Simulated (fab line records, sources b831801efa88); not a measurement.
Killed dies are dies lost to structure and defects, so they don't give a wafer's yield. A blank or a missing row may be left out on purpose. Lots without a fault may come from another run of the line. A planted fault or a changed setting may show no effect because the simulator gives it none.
Split-lot experiment | flow sfq_line | 5 lots, 13 wafers read, on a route of 325 steps

THE SPLIT
At SFQ_TRILAYER_L0_LITHO_COAT_010 (resist thk 62 nm), the setting resist_thk_nm was moved away from the recipe's 62 nm on 4 of the 13 wafers read, by -3.5% to -3.5%. The other wafers ran this setting at the recipe's value.

The file shows no step between the split and the reading.

THE READING
etch.depth_nm (the simulator's own value, which no gauge read), in nm, at SFQ_TRILAYER_L0_BARC_OPEN_METAL_ETCH_010 (etches BARC in O2, target depth 125 nm, time 41.7 s). The file gives no usual value for it. The 9 wafers here that ran the recipe average 61.94 nm, standard deviation 0.14 nm.

wafer  | tool, chamber at the split | resist_thk_nm as run, nm | against the recipe | etch.depth_nm, nm | against lot-mates on the recipe
L074.6 | litho_track-04, 0          | 62                       | recipe             | 62.17             | -
L076.1 | litho_track-04, 0          | 62                       | recipe             | 61.85             | -
L076.2 | litho_track-04, 0          | 59.84                    | -3.5%              | 59.7              | -2.13
L076.3 | litho_track-04, 0          | 59.84                    | -3.5%              | 59.62             | -2.21
L076.5 | litho_track-04, 0          | 59.84                    | -3.5%              | 59.59             | -2.24
L076.6 | litho_track-04, 0          | 62                       | recipe             | 61.81             | -
L077.4 | litho_track-03, 0          | 62                       | recipe             | 61.78             | -
L077.6 | litho_track-03, 0          | 62                       | recipe             | 61.78             | -
L077.5 | litho_track-03, 0          | 62                       | recipe             | 62.01             | -
L078.1 | litho_track-02, 0          | 62                       | recipe             | 61.94             | -
L079.1 | litho_track-03, 0          | 62                       | recipe             | 62.04             | -
L079.3 | litho_track-03, 0          | 62                       | recipe             | 62.1              | -
L079.4 | litho_track-03, 0          | 59.8                     | -3.5%              | 59.86             | -2.21

THE FIT
A straight line over all 13 wafers: etch.depth_nm changes by +0.642 nm for each +1% of resist_thk_nm; r = +0.99; the points scatter about the line by 0.14 nm.
The same after taking each lot's own level away (the mean of its wafers on the recipe; 13 wafers): +0.628 nm for each +1%; r = +1.00; scatter 0.064 nm.
On that fit, the largest move of resist_thk_nm shifts the reading by 2.2 nm.
The lots' own levels span 61.830 to 62.170 nm, that is 2.5 times the standard deviation above.
So the lot-to-lot level changes the slope little: the two slopes agree.
Check: with one of the wafers moved furthest among these (-3.5%) left out of the fit, the line predicts -2.23 nm for it against its lot-mates. It came out at -2.21 nm against them.

OTHER SPLITS ON THESE WAFERS
These wafers also went through other splits before the reading. Each is held against what the fit with the lots' levels taken away leaves over:
other split on the same wafers             | wafers away from the commonest value | r with etch.depth_nm (lot level and that fit taken away)
SFQ_TRILAYER_INCOMING_OXIDATION_002 temp_c | 5                                    | +0.00

THE WHOLE CHAIN: every reading that the file lists as answering this split, in the file's order
step                                     | what it does                                        | reading                                                                                    | change (the file's fit)               | r (the file's)
SFQ_TRILAYER_L0_LITHO_COAT_010           | resist thk 62 nm                                    | BARC_of_TRILAYER_L0_LITHO_COAT_010.thk_nm (the simulator's own value, which no gauge read) | +0.645 nm for each +1% of the setting | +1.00
SFQ_TRILAYER_L0_BARC_OPEN_METAL_ETCH_010 | etches BARC in O2, target depth 125 nm, time 41.7 s | etch.depth_nm (the simulator's own value, which no gauge read)                             | +0.629 nm for each +1% of the setting | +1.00

THE FILE'S OWN FIT
etch.depth_nm changes by +0.629 nm for each +1% of resist_thk_nm, r = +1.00.
